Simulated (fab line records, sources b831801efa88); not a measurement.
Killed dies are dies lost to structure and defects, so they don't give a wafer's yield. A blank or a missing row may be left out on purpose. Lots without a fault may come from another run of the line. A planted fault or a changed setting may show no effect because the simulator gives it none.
fab line records | flow sky130
record lots=12 wafers=36 last_day=50
route steps=708 shown METAL3@536 METAL4@633 PAD_OPEN@701
lots that met no fault: from a run of the same line without faults
start_h: hours from the record's first day to the start of the lot's first wafer shown | wait_h: hours since the lot's step before | " the same as in the row above | L1.1+2: a row that stands for several wafers | - no value, or no start given | * or withheld: withheld | < > ~ a bound
route shown NAME@n: a module of which the file shows steps, and the number in the route of the first | usual: mean/standard deviation of fault-free wafers | same: alike in all rows | chamber/n: place in a boat | sites: the reading at each site | _std_site: their standard deviation | _edge_site: outer sites' mean less inner sites' | radius_mm: how far each site lies from the wafer's centre | mask NAME#n: copy n | behind: the tool/chamber that last shaped the wafer | hold: why the lot was held/for how many hours/how that ended | device: the transistor (n, p or np) that didn't switch | end of line: the same wafers' tests at the end of the route | a step without rows: its recipe alone | killed: dies lost to structure and defects at the first sort, not the wafer's yield | map: a wafer's dies, x killed, . not, _ none there
set.NAME: the setting as run; set.NAME@STEP: as run at that earlier step | model.NAME: the simulator's own value behind a step, which no gauge read
steps of the route over a sample of lots; a table a step, a row a wafer
services: from which hour (start_h, from the record's first day; less than 0 if before it) a tool's chamber was out of use, for how many hours, and why
## steps
# step SKY_METAL3_SPUTTER_04
# recipe material=TiN target_thk_nm=70 power_w=6500 time_s=58.3 chamber_pressure_pa=0.4
# usual throttle_valve_pct=29.3/0.56
# columns lot.wafer tool chamber start_h wait_h throttle_valve_pct
L222.2 pvd_sputter-03 - 845.57 0.0 28.8
L222.3 " - " " 28.4
L222.4 " - " " 28.9
L225.1 pvd_sputter-03 - 859.08 0.0 28.7
L225.4 " - " " 28.9
L225.6 " - " " 28.9
L223.1 pvd_sputter-01 - 860.77 0.0 29.6
L223.5 " - " " 29.4
L223.6 " - " " 29.4
L224.2 pvd_sputter-04 - 864.77 0.0 28.9
L224.5 " - " " 28.7
L224.6 " - " " 29.5
L226.2 pvd_sputter-03 - 869.72 0.0 28.6
L226.3 " - " " 28.8
L226.6 " - " " 28.9
L227.1 pvd_sputter-03 - 872.69 0.0 28.7
L227.2 " - " " 28.7
L227.3 " - " " 28.6
L228.1 pvd_sputter-03 - 890.63 0.0 29.1
L228.3 " - " " 28.7
L228.4 " - " " 29.0
L238.1 pvd_sputter-01 - 968.27 0.0 29.4
L238.2 " - " " 29.4
L238.6 " - " " 29.6
L240.1 pvd_sputter-01 - 975.78 0.0 29.3
L240.3 " - " " 30.2
L240.5 " - " " 29.5
L241.1 pvd_sputter-01 - 982.74 0.0 29.7
L241.3 " - " " 29.3
L241.6 " - " " 30.2
L242.1 pvd_sputter-01 - 998.78 0.0 29.4
L242.5 " - " " 29.9
L242.6 " - " " 30.5
L244.3 pvd_sputter-01 - 1006.20 0.0 29.2
L244.4 " - " " 29.1
L244.6 " - " " 30.1
# step SKY_METAL4_ETCH_17
# recipe target=SiO2 stop_on=TiN chemistry=C4F8/O2/Ar source_w=1500 bias_w=1200 pressure_mtorr=40 c4f8_flow_sccm=withheld O2_flow_sccm=6 Ar_flow_sccm=300 time_s=3.9 target_depth_a=150
# usual oes_product_au=0.755/0.0082
# columns lot.wafer tool chamber start_h wait_h oes_product_au rf_hours_counter_h
L222.2 rie_diel-02 0 978.82 0.1 0.759 8
L222.3 " 2 " " 0.750 1
L222.4 " 3 " " 0.762 15
L225.1 rie_diel-04 0 990.39 0.1 0.743 8
L225.4 " 2 " " 0.744 17
L225.6 " 1 " " 0.761 -
L223.1 rie_diel-02 3 990.96 0.1 0.738 15
L223.5 " 0 " " 0.752 -
L223.6 " 3 " " 0.745 -
L224.2 rie_diel-01 2 995.99 0.1 0.761 6
L224.5 " 2 " " 0.766 -
L224.6 " 1 " " 0.747 -
L226.2 rie_diel-04 0 1000.79 0.1 0.764 8
L226.3 " 1 " " 0.756 15
L226.6 " 2 " " 0.764 -
L227.1 rie_diel-01 2 1010.29 0.1 0.751 7
L227.2 " 3 " " 0.738 9
L227.3 " 1 " " 0.763 5
L228.1 rie_diel-01 1 1017.74 0.1 0.740 6
L228.3 " 2 " " 0.753 7
L228.4 " 3 " " 0.754 10
L238.1 rie_diel-02 0 1083.49 0.1 0.772 12
L238.2 " 2 " " 0.758 4
L238.6 " 2 " " 0.762 -
L240.1 rie_diel-02 2 1091.49 0.1 0.754 5
L240.3 " 0 " " 0.747 12
L240.5 " 3 " " 0.755 -
L241.1 rie_diel-02 3 1097.54 0.1 0.764 18
L241.3 " 2 " " 0.762 5
L241.6 " 0 " " 0.767 -
L242.1 rie_diel-04 0 1111.47 0.2 0.745 12
L242.5 " 1 " " 0.760 -
L242.6 " 3 " " 0.737 -
L244.3 rie_diel-04 2 1117.99 0.0 0.762 21
L244.4 " 1 " " 0.762 19
L244.6 " 1 " " 0.777 -
# step SKY_PAD_OPEN_ETCH_07
# recipe chemistry=CF4/O2 target_depth_nm=725 stop_on=AlCu source_w=800 bias_w=150 pressure_mtorr=150 cf4_flow_sccm=80 O2_flow_sccm=10 time_s=161.1
# usual drypump_motor_current_A=6.0/0.43 oes_product_au=0.980/0.008 throttle_valve_pct=5.966/0.0093
# columns lot.wafer tool chamber start_h wait_h drypump_motor_current_A oes_product_au rf_hours_counter_h throttle_valve_pct
L222.2 rie_diel-03 0 1071.21 - 5.6 0.987 17 5.971
L222.3 " 1 " " 6.6 0.971 12 5.957
L222.4 " 3 " " 5.7 0.994 11 5.974
L225.1 rie_diel-03 2 1080.30 - 6.2 0.985 14 5.960
L225.4 " 0 " " 5.5 0.979 17 5.965
L225.6 " 1 " " 6.6 0.966 - 5.965
L223.1 rie_diel-03 0 1082.22 - 5.6 0.976 17 5.959
L223.5 " 3 " " 5.7 0.994 - 5.963
L223.6 " 2 " " 6.2 0.986 - 5.955
L224.2 rie_diel-03 0 1085.60 - 5.5 0.962 17 5.963
L224.5 " 3 " " 5.7 0.975 - 5.974
L224.6 " 0 " " 5.5 0.979 - 5.963
L226.2 rie_diel-02 0 1091.56 - 6.5 0.970 12 5.975
L226.3 " 1 " " 5.2 0.976 13 5.955
L226.6 " 2 " " 6.1 0.975 - 5.961
L227.1 rie_diel-02 2 1100.07 - 6.1 0.972 5 5.953
L227.2 " 1 " " 5.2 0.965 13 5.976
L227.3 " 3 " " 5.7 0.969 19 5.964
L228.1 rie_diel-02 2 1106.37 - 6.1 0.978 5 5.963
L228.3 " 3 " " 5.7 0.968 19 5.972
L228.4 " 0 " " 6.5 0.973 12 5.964
L238.1 rie_diel-03 1 1161.75 - 6.6 0.976 17 5.966
L238.2 " 2 " " 6.2 0.995 18 5.970
L238.6 " 0 " " 5.5 0.981 - 5.953
L240.1 rie_diel-03 3 1169.06 - 5.7 0.981 14 5.973
L240.3 " 0 " " 5.5 0.961 21 5.967
L240.5 " 1 " " 6.6 0.980 - 5.964
L241.1 rie_diel-03 0 1174.36 - 5.5 0.978 21 5.976
L241.3 " 2 " " 6.2 0.981 18 5.970
L241.6 " 3 " " 5.7 0.979 - 5.972
L242.1 rie_diel-02 3 1186.36 - 5.7 0.980 22 5.965
L242.5 " 3 " " 5.7 0.976 - 5.951
L242.6 " 2 " " 6.1 0.980 - 5.966
L244.3 rie_diel-04 2 1192.22 - 6.1 0.981 24 5.984
L244.4 " 1 " " 6.8 0.989 22 5.967
L244.6 " 0 " " 5.9 0.989 - 5.966
# step SKY_PAD_OPEN_STRIP_08
# recipe chemistry=O2/N2 power_w=1400 pressure_mtorr=1500 platen_temp_c=withheld overash_fraction=0.7 o2_flow_sccm=3000 n2_flow_sccm=300
# usual drypump_motor_current_A=5.7/0.42 o2_flow_sccm=2999/9.7 oes_product_au=0.664/0.0051 strip_time_to_endpoint_s=37.13/0.12
# columns lot.wafer tool chamber start_h wait_h drypump_motor_current_A o2_flow_sccm oes_product_au rf_hours_counter_h strip_time_to_endpoint_s
L222.2 plasma_asher-01 1 1071.31 0.1 6.2 3000 0.663 33 37.03
L222.3 " 0 " " 4.8 3007 0.667 - 37.09
L222.4 " 1 " " 6.2 2984 0.662 - 36.96
L225.1 plasma_asher-01 0 1080.41 0.1 4.8 3005 0.661 34 36.94
L225.4 " 0 " " 4.8 3007 0.672 - 36.85
L225.6 " 1 " " 6.2 2998 0.646 - 36.96
L223.1 plasma_asher-04 0 1082.33 0.1 5.9 2994 0.658 68 37.15
L223.5 " 1 " " 6.0 3000 0.663 - 37.04
L223.6 " 0 " " 5.9 2988 0.661 - 37.13
L224.2 plasma_asher-02 1 1085.71 0.1 5.4 2980 0.660 98 37.05
L224.5 " 0 " " 5.3 3005 0.666 - 36.98
L224.6 " 1 " " 5.4 2995 0.661 - 37.04
L226.2 plasma_asher-01 1 1091.66 0.1 6.2 2995 0.659 35 37.23
L226.3 " 1 " " 6.2 3004 0.664 - 37.02
L226.6 " 1 " " 6.2 2993 0.668 - 37.16
L227.1 plasma_asher-04 0 1100.18 0.1 5.9 3003 0.658 68 37.04
L227.2 " 1 " " 6.0 2997 0.666 68 37.11
L227.3 " 1 " " 6.0 3005 0.669 - 37.20
L228.1 plasma_asher-01 0 1106.48 0.1 4.8 3003 0.672 37 37.13
L228.3 " 0 " " 4.8 2987 0.663 - 37.15
L228.4 " 1 " " 6.2 2999 0.673 - 37.21
L238.1 plasma_asher-04 1 1161.86 0.1 6.0 3009 0.655 74 37.13
L238.2 " 0 " " 5.8 3008 0.665 74 37.11
L238.6 " 0 " " 5.9 3003 0.680 - 37.18
L240.1 plasma_asher-04 0 1169.16 0.1 5.9 2994 0.664 75 37.16
L240.3 " 1 " " 6.0 3009 0.660 - 37.00
L240.5 " 0 " " 5.9 2999 0.662 - 37.06
L241.1 plasma_asher-04 1 1174.46 0.1 6.0 2998 0.666 76 37.29
L241.3 " 1 " " 6.0 2985 0.659 - 37.29
L241.6 " 1 " " 6.0 2996 0.657 - 37.30
L242.1 plasma_asher-02 1 1186.46 0.1 5.4 2999 0.663 110 36.80
L242.5 " 1 " " 5.3 2990 0.667 - 36.99
L242.6 " 0 " " 5.3 2999 0.663 - 36.97
L244.3 plasma_asher-02 0 1192.36 0.1 5.3 3003 0.664 - 37.15
L244.4 " 1 " " 5.4 3005 0.658 - 37.17
L244.6 " 0 " " 5.3 2997 0.673 - 37.17
# step SKY_PAD_OPEN_PROBE_99
# usual defect_limited_yield=82.3/2 killed_at_M0_to_M3=43/7 killed_at_M4_up=3.5/1.9 killed_at_contacts=24/5.3 killed_at_front_end=15/4.4 killed_at_other=0.3/0.69 killed_dies=87/9.7 killed_open=48/7 killed_short=39/6.4 sort_bin_3_pad_short=0.9/0.46 sort_bin_5_function=10.5/1.4 sort_bin_6_memory=6.3/1.2 sort_n_pass=405/9.7 sort_yield_pct=82.3/2
# same gross_dies=492 killed_at_back_side=0 sort_bin_4_leakage[%]=0 sort_bin_8_speed[%]=0
# columns lot.wafer tool chamber start_h wait_h defect_limited_yield[%] killed_at_M0_to_M3 killed_at_M4_up killed_at_contacts killed_at_front_end killed_at_other killed_dies killed_open killed_short sort_bin_3_pad_short[%] sort_bin_5_function[%] sort_bin_6_memory[%] sort_n_pass sort_yield_pct[%]
L227.1 prober-01 - 1102.39 0.1 70.1 108 7 19 13 0 147 48 40 4.9 18.7 6.3 345 70.1
L227.2 prober-01 - 1102.44 0.1 73.0 98 6 19 10 0 133 33 32 4.5 16.3 6.3 359 73.0
L227.3 prober-01 - 1102.49 0.2 71.5 105 5 11 19 0 140 34 41 5.5 16.7 6.3 352 71.5
L228.1 prober-02 - 1108.73 0.1 68.9 110 7 23 13 0 153 47 40 4.1 19.1 7.9 339 68.9
L228.3 prober-02 - 1108.83 0.2 78.7 69 2 16 16 2 105 37 39 2.8 12.0 6.5 387 78.7
L228.4 prober-02 - 1108.88 0.2 73.0 94 2 25 10 2 133 36 33 6.3 14.6 6.1 359 73.0
# killed by level:class
L227.1 METAL3:unspecified=59 VIA1:geometric_particle:open=17 VIA2:geometric_particle:open=9 LOCAL_INTERCONNECT:geometric_particle:short=8 VIA3:geometric_particle:open=7 VIA1:geometric_particle:short=6 METAL4:geometric_particle:short=5 POLY_GATE:geometric_particle:short=3
L227.2 METAL3:unspecified=68 VIA1:geometric_particle:open=7 CONTACT:geometric_particle:open=5 LI_CONTACT:geometric_particle:open=5 VIA3:geometric_particle:open=5 METAL4:geometric_particle:short=5 METAL2:geometric_particle:short=4 FIELD_ISO:geometric_particle:open=3
L227.3 METAL3:unspecified=65 VIA1:geometric_particle:open=10 VIA1:geometric_particle:short=6 METAL2:geometric_particle:short=6 FIELD_ISO:geometric_particle:short=4 POLY_GATE:geometric_particle:open=4 VIA2:geometric_particle:open=4 POLY_GATE:geometric_particle:short=3
L228.1 METAL3:unspecified=64 VIA1:geometric_particle:open=11 CONTACT:geometric_particle:open=7 LOCAL_INTERCONNECT:geometric_particle:short=6 VIA3:geometric_particle:open=6 METAL1:geometric_particle:short=5 METAL2:geometric_particle:short=5 VIA2:geometric_particle:open=5
L228.3 METAL3:unspecified=26 VIA1:geometric_particle:short=8 VIA3:geometric_particle:open=8 VIA1:geometric_particle:open=7 METAL2:geometric_particle:short=7 METAL1:geometric_particle:short=5 CONTACT:geometric_particle:open=5 VIA2:geometric_particle:short=4
L228.4 METAL3:unspecified=63 CONTACT:geometric_particle:open=11 VIA1:geometric_particle:open=10 VIA2:geometric_particle:open=6 LOCAL_INTERCONNECT:geometric_particle:short=5 METAL1:geometric_particle:short=4 POLY_GATE:geometric_particle:short=3 LI_CONTACT:geometric_particle:short=3
## services
# columns tool chamber start_h hours kind
rie_diel-04 0 847.07 4.2 repair
rie_diel-04 2 848.56 9.2 repair
pvd_sputter-01 - 916.38 1.0 repair
rie_diel-03 - 935.57 15.6 pm
rie_diel-03 2 952.71 8.0 repair
rie_diel-04 3 960.03 6.1 repair
rie_diel-02 2 960.53 5.7 repair
rie_diel-04 1 971.60 7.2 repair
rie_diel-02 3 978.90 4.6 repair
plasma_asher-01 - 985.30 9.0 repair
rie_diel-03 - 1004.28 2.8 pm
plasma_asher-01 - 1007.67 3.7 repair
rie_diel-04 2 1042.07 2.6 repair
rie_diel-03 1 1051.79 4.0 repair
pvd_sputter-01 - 1069.15 3.0 repair
pvd_sputter-03 - 1072.75 3.6 repair
rie_diel-02 - 1075.39 0.5 repair
plasma_asher-01 - 1083.02 0.8 repair
plasma_asher-04 - 1083.95 14.6 pm
rie_diel-03 0 1099.92 3.2 repair
rie_diel-04 2 1108.63 5.1 repair
rie_diel-04 2 1130.32 8.6 repair
plasma_asher-01 - 1147.55 7.3 repair
rie_diel-03 0 1176.42 6.3 repair
## key
first_sign step=SKY_PAD_OPEN_PROBE_99 reading=sort_bin_3_pad_short direction=up sigmas=8.2 usual=0.9 struck=4.7
effect step=SKY_PAD_OPEN_PROBE_99 reading=killed_at_M0_to_M3 direction=up sigmas=7.7 usual=43 struck=97
met_at SKY_METAL3_SPUTTER_04
struck_lots L227,L228
not_acting_at SKY_METAL4_ETCH_17,SKY_PAD_OPEN_ETCH_07,SKY_PAD_OPEN_STRIP_08
onset_between 869.72 872.69
fault kind=chamber_particle_source tool=pvd_sputter-03 chamber=- onset_h=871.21 steps=SKY_METAL3_SPUTTER_04 rate_per_visit_cm2=1.8804 end_h=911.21
